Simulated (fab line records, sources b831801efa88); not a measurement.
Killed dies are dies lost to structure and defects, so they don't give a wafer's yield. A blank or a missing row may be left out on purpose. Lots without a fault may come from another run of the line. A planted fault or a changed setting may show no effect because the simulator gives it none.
Which tool did it? | flow gf180mcu | 11 lots, 33 wafers sampled, at 3 steps of a route of 602

WHAT THE GAUGES READ, wafer by wafer
GF_V4_OVL_MEAS_15.
lot  | measured     | on         | V4_OVL (nm)
L971 | day 24 08:25 | overlay-01 | 4 4 5
L972 | day 24 14:59 | overlay-01 | 0 -8 -4
L973 | day 25 01:35 | overlay-02 | -12 -5 -4
L975 | day 25 19:26 | overlay-01 | -14 -10 -19
L976 | day 26 05:44 | overlay-01 | -4 -5 -7
L979 | day 27 06:15 | overlay-02 | -5 -2 -4
L983 | day 28 12:21 | overlay-02 | -8 -8 1
L985 | day 29 02:03 | overlay-01 | -4 -6 -13
L990 | day 30 10:00 | overlay-01 | -10 -1 0
L991 | day 30 16:56 | overlay-01 | 1 -6 1
L994 | day 31 08:29 | overlay-02 | -10 0 3

WHICH TOOL RAN EACH LOT (tool, then ch and the chambers of the sampled wafers, then the start)
lot  | GF_M2_METAL_ETCH_16               | GF_M2_STRIP_17
L971 | rie_metal-02 ch 0,1, day 19 03:41 | plasma_asher-03 ch 0,1, day 19 03:49
L972 | rie_metal-02 ch 1, day 19 10:50   | plasma_asher-03 ch 0,1, day 19 11:05
L973 | rie_metal-02 ch 1, day 19 21:55   | plasma_asher-04 ch 0,1, day 19 22:08
L975 | rie_metal-02 ch 0,1, day 20 17:38 | plasma_asher-01 ch 0,1, day 20 17:45
L976 | rie_metal-02 ch 0,1, day 21 06:35 | plasma_asher-01 ch 0,1, day 21 06:42
L979 | rie_metal-01 ch 0,1, day 22 10:07 | plasma_asher-03 ch 0,1, day 22 10:14
L983 | rie_metal-02 ch 0,1, day 23 20:19 | plasma_asher-01 ch 0,1, day 23 20:26
L985 | rie_metal-02 ch 0,1, day 24 11:40 | plasma_asher-03 ch 0,1, day 24 11:47
L990 | rie_metal-01 ch 0,1, day 25 23:16 | plasma_asher-04 ch 0,1, day 25 23:23
L991 | rie_metal-03 ch 0,1, day 26 08:31 | plasma_asher-03 ch 0,1, day 26 08:38
L994 | rie_metal-01 ch 1, day 27 01:52   | plasma_asher-04 ch 0,1, day 27 02:04
- GF_M2_METAL_ETCH_16: etches the open film in Cl2/BCl3, stops on SiO2, target depth 750.8 nm, time 125.1 s.
- GF_M2_STRIP_17: strips in O2/N2.

THE ANSWER, worked out from the rows above alone
Rule: what is usual is taken from the lots themselves. Put in order of their means at a reading, lots are off if they are a third of the lots or fewer, leave a main group of 4 or more, and stand apart from it by a gap of 3 or more times the standard deviation of the main group's means; of several such gaps the widest counts. A main group whose means are all the same, to the digits that the tables above print for the reading, isn't used. A lot without any number at a reading at which 4 lots or more have one is off too. The other lots that the step has rows for count as sound.
No lot is off at any reading shown: from this, nothing can be told.

WHAT THE SIMULATOR HAD PUT IN
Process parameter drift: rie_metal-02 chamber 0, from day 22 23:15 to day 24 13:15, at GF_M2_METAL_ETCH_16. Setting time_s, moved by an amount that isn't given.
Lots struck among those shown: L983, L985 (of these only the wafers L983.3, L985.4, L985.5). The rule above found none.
